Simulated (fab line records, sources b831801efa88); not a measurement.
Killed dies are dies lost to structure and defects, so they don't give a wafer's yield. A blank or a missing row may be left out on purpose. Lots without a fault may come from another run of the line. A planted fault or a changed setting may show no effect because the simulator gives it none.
Chamber matching | flow gf180mcu | GF_CONTACT_CMP_04 on cmp-01: 4 sister chambers
The step polishes SiO2. 4 wafers are shown with their chamber, then 7 later ones without.

WAFERS WITH THEIR CHAMBER
wafer  | chamber | motor_current_A (A)
L532.5 | 3       | 11.2
L544.4 | 1       | 11.7
L544.5 | 2       | 13.2
L545.4 | 0       | 11.1

WAFERS WITHOUT THEIR CHAMBER
wafer  | motor_current_A (A)
L545.5 | 13.3
L545.6 | 12.0
L548.1 | 11.3
L548.5 | 10.9
L549.4 | 12.1
L549.5 | 11.7
L549.6 | 12.8

WHICH CHAMBER EACH WENT THROUGH
wafer  | from the rows above          | in truth
L545.5 | 2                            | 2
L545.6 | can't be placed: 1 or 3      | 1
L548.1 | can't be placed: 3 or 0 or 1 | 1
L548.5 | can't be placed: 0 or 3      | 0
L549.4 | can't be placed: 1 or 3      | 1
L549.5 | can't be placed: 1 or 3      | 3
L549.6 | 2                            | 2
Placed correctly: 2 of 7. Can't be placed from these rows: 5 (the true chamber is among the candidates in 5). Placed wrongly: 0.
How it was worked out, from the rows above alone: a wafer's distance from a chamber is the root of the sum, over the readings, of the square of ((its reading less the chamber's mean) divided by the reading's scatter). The wafer belongs to the nearest chamber; if the next one is less than 2 further off, it can't be placed. A chamber's mean is the mean of its shown wafers. The scatter: with one shown wafer a chamber, the root of the mean of the squares of how far each hidden wafer lies from its nearest shown one.
